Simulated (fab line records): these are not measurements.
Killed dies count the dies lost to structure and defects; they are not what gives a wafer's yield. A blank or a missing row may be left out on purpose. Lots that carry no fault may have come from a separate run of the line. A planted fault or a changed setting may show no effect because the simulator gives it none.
Which of the tools did it? / flow sfq-line / 14 lots (42 wafers sampled), 1 step of a 325-step route

WHAT THE GAUGES SHOWED, per wafer
The record holds no reading of a measuring or inspecting step that can be judged against a usual standard deviation.

WHAT TOOL EACH LOT RAN ON (gives the tool, then ch and the chambers of the sampled wafers, and finally the start)
lot=L590; SFQ_TRILAYER_I4_VIA_LITHO_COAT_108=litho-track-01 ch 0, day 28 21:16
lot=L591; SFQ_TRILAYER_I4_VIA_LITHO_COAT_108=litho-track-04 ch 0, day 34 10:16
lot=L595; SFQ_TRILAYER_I4_VIA_LITHO_COAT_108=litho-track-04 ch 0, day 35 11:14
lot=L596; SFQ_TRILAYER_I4_VIA_LITHO_COAT_108=litho-track-03 ch 0, day 36 03:37
lot=L597; SFQ_TRILAYER_I4_VIA_LITHO_COAT_108=litho-track-01 ch 0, day 37 01:29
lot=L598; SFQ_TRILAYER_I4_VIA_LITHO_COAT_108=litho-track-04 ch 0, day 37 08:53
lot=L600; SFQ_TRILAYER_I4_VIA_LITHO_COAT_108=litho-track-03 ch 0, day 38 10:26
lot=L601; SFQ_TRILAYER_I4_VIA_LITHO_COAT_108=litho-track-03 ch 0, day 39 06:58
lot=L602; SFQ_TRILAYER_I4_VIA_LITHO_COAT_108=litho-track-01 ch 0, day 39 12:58
lot=L603; SFQ_TRILAYER_I4_VIA_LITHO_COAT_108=litho-track-01 ch 0, day 39 21:55
lot=L606; SFQ_TRILAYER_I4_VIA_LITHO_COAT_108=litho-track-01 ch 0, day 46 05:50
lot=L608; SFQ_TRILAYER_I4_VIA_LITHO_COAT_108=litho-track-04 ch 0, day 46 22:05
lot=L610; SFQ_TRILAYER_I4_VIA_LITHO_COAT_108=litho-track-04 ch 0, day 47 17:41
lot=L611; SFQ_TRILAYER_I4_VIA_LITHO_COAT_108=litho-track-04 ch 0, day 47 22:44
- SFQ_TRILAYER_I4_VIA_LITHO_COAT_108: resist thk 62 nm.

WHAT THE TOOLS THEMSELVES READ (means of the sampled wafers that have a number; where no wafer has one, the mark that the record gives instead)
SFQ_TRILAYER_I4_VIA_LITHO_COAT_108.
lot=L590; tool=litho-track-01; spin-speed-rpm (rpm)=3000.7
lot=L591; tool=litho-track-04; spin-speed-rpm (rpm)=3001.6
lot=L595; tool=litho-track-04; spin-speed-rpm (rpm)=3000.8
lot=L596; tool=litho-track-03; spin-speed-rpm (rpm)=3000.6
lot=L597; tool=litho-track-01; spin-speed-rpm (rpm)=2999.7
lot=L598; tool=litho-track-04; spin-speed-rpm (rpm)=3003.1
lot=L600; tool=litho-track-03; spin-speed-rpm (rpm)=2999.9
lot=L601; tool=litho-track-03; spin-speed-rpm (rpm)=3001.4
lot=L602; tool=litho-track-01; spin-speed-rpm (rpm)=2996.7
lot=L603; tool=litho-track-01; spin-speed-rpm (rpm)=2999.3
lot=L606; tool=litho-track-01; spin-speed-rpm (rpm)=2996.4
lot=L608; tool=litho-track-04; spin-speed-rpm (rpm)=3000.9
lot=L610; tool=litho-track-04; spin-speed-rpm (rpm)=2907.8
lot=L611; tool=litho-track-04; spin-speed-rpm (rpm)=2911.7

THE ANSWER, worked out from the rows above alone
Rule: the lots themselves supply what counts as usual. Put in order of their means at a reading, lots are off if they are a third of the lots or fewer, leave a main group of 4 or more, and stand apart from it by a gap of 3 or more times the standard deviation of the main group's means; of several such gaps the widest counts. If all means in a main group match to the digits the tables above print for the reading, that group is not used. A lot without any number at a reading at which 4 lots or more have one is off too. The other lots that the step has rows for count as sound. First the gauges in route order, then the tools' own readings, where a lot's mean is used as printed above. At the first step where some lot is off, the reading lying furthest off is the one used; lots without a number count as furthest.
Off: L610, L611 (SFQ_TRILAYER_I4_VIA_LITHO_COAT_108, spin-speed-rpm). Main group: mean 3000.1 rpm, sd 1.8.
A tool fits if, at that step or a process step before it, it ran every lot that is off, and no sound lot after the first of them. One candidate fits, namely litho-track-04 at SFQ_TRILAYER_I4_VIA_LITHO_COAT_108. Its last sound lot is L608 (day 46 22:05), its first lot that is off L610 (day 47 17:41): a fault that began between those two fits.
The tool's own readings at SFQ_TRILAYER_I4_VIA_LITHO_COAT_108 bear it out: on the lots that are off they differ by more than 5 times the standard deviation of the sound lots' means. spin-speed-rpm reads 2909.8 rpm there against 3000.1 rpm on the sound lots.

WHAT THE SIMULATOR PUT IN
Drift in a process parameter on litho-track-04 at SFQ_TRILAYER_I4_VIA_LITHO_COAT_108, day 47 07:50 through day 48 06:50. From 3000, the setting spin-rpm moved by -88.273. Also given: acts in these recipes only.
Shown lots that were struck: L610, L611. The rule above found the same.
